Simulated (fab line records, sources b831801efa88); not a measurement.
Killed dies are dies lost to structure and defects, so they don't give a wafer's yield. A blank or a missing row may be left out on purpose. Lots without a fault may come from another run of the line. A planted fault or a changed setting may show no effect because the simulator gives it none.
A struck lot beside a sound one | flow sky130 | 35 steps out of a route of 708
Sound: wafers L699.2, L699.3, L699.5. Struck: wafers L706.2, L706.3, L706.6. The cause comes at the end.
At each step with rows: each side's tool, then ch and its chambers, then its first start. Under that, the readings that differ: sound wafers | struck wafers | difference of the means | sigmas: that difference in standard deviations of wafers without a fault.
alike: readings whose means differ by less than 2 such deviations, and words and numbers that are the same on both sides. not compared: withheld readings, readings that some wafer has no value for, bounds like >300 that may hide the same value, and numbers for which the record gives no deviation and whose values overlap.
The two part at a step that has a row with sigmas, a row that says differs or no value, or rows on one side only. Numbers that don't overlap but have no deviation are shown without sigmas and don't part them. A reading that every wafer of one side lacks parts them only if that side has two wafers or more.

SKY_SD_P_CD_MEAS_07: target cd 380 nm.
  sound on cd_sem-02, day 28 20:07; struck on cd_sem-01, day 30 23:50
  alike: cd_nm
SKY_SD_P_OVL_MEAS_08:
  sound on overlay-02, day 28 20:13; struck on overlay-01, day 30 23:57
  alike: SD_P_OVL
then, 1 step without rows for these wafers: SKY_SD_P_IMPLANT_09.
SKY_SD_P_STRIP_10: strips in O2/N2.
  sound on plasma_asher-02 ch 0,1, day 28 20:24; struck on plasma_asher-01 ch 0, day 31 00:08
  reading                     | sound       | struck      | difference | sigmas
  drypump_motor_current_A (A) | 5.8 6.2 6.2 | 5.0 4.9 5.0 | -1.1       | -2
  alike: o2_flow_sccm, oes_product_au, strip_time_to_endpoint_s
  not compared: rf_hours_counter_h
SKY_SD_P_TW_MEAS_11:
  sound on film_metro-01, day 28 20:31; struck on film_metro-02, day 31 00:14
  reading | sound          | struck         | difference | sigmas
  SD_P_TW | 2792 2786 2797 | 2869 2857 2854 | +68        | +2
then, 7 steps without rows for these wafers: SKY_RES_XHIGH_DEHYDRATE_00 (time 60 s); SKY_RES_XHIGH_HMDS_01 (prime time 60 s); SKY_RES_XHIGH_COAT_02 (resist thk 1140 nm); SKY_RES_XHIGH_SOFTBAKE_03 (time 60 s); SKY_RES_XHIGH_EXPOSE_04 (exposes mask URPM, target cd 1270 nm); SKY_RES_XHIGH_PEB_05; SKY_RES_XHIGH_DEVELOP_06 (develop time 60 s).
SKY_RES_XHIGH_IMPLANT_07:
  sound on implanter-01 ch 0, day 30 00:01; struck on implanter-02 ch 0, day 32 03:38
SKY_RES_XHIGH_STRIP_08: strips in O2/N2.
  sound on plasma_asher-03 ch 0, day 30 00:09; struck on plasma_asher-02 ch 0,1, day 32 03:46
  reading                      | sound             | struck            | difference | sigmas
  strip_time_to_endpoint_s (s) | 14.28 14.35 14.30 | 14.15 14.16 14.15 | -0.16      | -4
  alike: drypump_motor_current_A, o2_flow_sccm, oes_product_au
  not compared: rf_hours_counter_h
SKY_RES_XHIGH_TW_MEAS_09:
  sound on film_metro-02, day 30 00:16; struck on film_metro-02, day 32 03:52
  reading      | sound          | struck         | difference | sigmas
  RES_XHIGH_TW | 1671 1670 1676 | 1568 1584 1573 | -97        | -5
then, 7 steps without rows for these wafers: SKY_SD_N_DEHYDRATE_00 (time 60 s); SKY_SD_N_HMDS_01 (prime time 60 s); SKY_SD_N_COAT_02 (resist thk 1140 nm); SKY_SD_N_SOFTBAKE_03 (time 60 s); SKY_SD_N_EXPOSE_04 (exposes mask NSDM, target cd 380 nm); SKY_SD_N_PEB_05; SKY_SD_N_DEVELOP_06 (develop time 60 s).
SKY_SD_N_CD_MEAS_07: target cd 380 nm.
  sound on cd_sem-01, day 31 03:05; struck on cd_sem-02, day 33 06:05
  alike: cd_nm
SKY_SD_N_OVL_MEAS_08:
  sound on overlay-01, day 31 03:11; struck on overlay-01, day 33 06:11
  alike: SD_N_OVL
then, 2 steps without rows for these wafers: SKY_SD_N_IMPLANT_09; SKY_SD_N_IMPLANT_10.
SKY_SD_N_STRIP_11: strips in O2/N2.
  sound on plasma_asher-04 ch 0,1, day 31 03:31; struck on plasma_asher-02 ch 0,1, day 33 06:31
  alike: drypump_motor_current_A, o2_flow_sccm, oes_product_au, strip_time_to_endpoint_s
  not compared: rf_hours_counter_h
SKY_SD_N_TW_MEAS_12:
  sound on film_metro-02, day 31 03:38; struck on film_metro-01, day 33 06:38
  reading | sound          | struck         | difference | sigmas
  SD_N_TW | 4078 4082 4107 | 3991 3969 3993 | -105       | -3
then, 1 step without rows for these wafers: SKY_SD_N_CLEAN_13 (cleans in SC1/SC2, time 150 s).
SKY_SD_N_RTA_14: time 2 s.
  sound on rtp_anneal-01 ch 0, day 31 03:44; struck on rtp_anneal-02 ch 0, day 33 06:44
  alike: chamber_o2_ppm, lamp_power_pct, wafer_temp_C_max
SKY_SD_N_RS_MEAS_16: measures by four-point-probe.
  sound on film_metro-04, day 31 03:56; struck on film_metro-01, day 33 06:55
  alike: SD_N_RS
SKY_SD_N_RS_MEAS_17: measures by four-point-probe.
  sound on film_metro-04, day 31 04:03; struck on film_metro-01, day 33 07:02
  reading          | sound             | struck            | difference | sigmas
  SD_P_RS (ohm/sq) | 147.8 148.3 148.3 | 147.3 147.3 146.9 | -1.0       | -2
SKY_SD_N_RS_MEAS_18: measures by four-point-probe.
  sound on film_metro-04, day 31 04:10; struck on film_metro-01, day 33 07:10
  reading               | sound             | struck            | difference | sigmas
  RES_XHIGH_RS (ohm/sq) | 332.7 332.4 333.2 | 386.6 384.2 384.5 | +52.3      | +54
then, 1 step without rows for these wafers: SKY_SALICIDE_CLEAN_00 (cleans in HF-last, time 30 s).
-- the record jumps here: 16 days lie between the struck wafers' starts before and after (it left off in module SALICIDE and takes up again in module PAD_OPEN, whose first step shown is number 708 of the route) --
SKY_PAD_OPEN_PROBE_99:
  sound on prober-01, day 48 01:43; struck on prober-02, day 49 13:31
  reading                                            | sound                | struck                        | difference | sigmas
  model.etest.res_xhigh_po.line_ohm_um               | 5724 5755 5651       | 1.198e+04 1.201e+04 1.157e+04 | +6.143e+03 |
  model.etest.res_xhigh_po.rs_ohm_sq_range           | 120.2 106.7 93.95    | 2272 2539 2252                | +2247      |
  model.etest.res_xhigh_po.rs_ohm_sq                 | 1998 1999 1967       | 4159 4281 4054                | +2177      |
  model.etest.res_xhigh_po.rs_ohm_sq_rim_less_centre | -105.6 -97.35 -86.17 | -1213 -1409 -1259             | -1197      |
  alike: killed_at_M0_to_M3, killed_at_M4_up, killed_at_contacts, killed_at_front_end, killed_at_other, killed_dies, killed_open, killed_short

WHERE THEY PART
First at SKY_SD_P_STRIP_10; last, within this record, at SKY_SD_N_RS_MEAS_18. Later steps at which nothing parts them and some readings are alike: SKY_PAD_OPEN_PROBE_99.

WHY: what the simulator had put in
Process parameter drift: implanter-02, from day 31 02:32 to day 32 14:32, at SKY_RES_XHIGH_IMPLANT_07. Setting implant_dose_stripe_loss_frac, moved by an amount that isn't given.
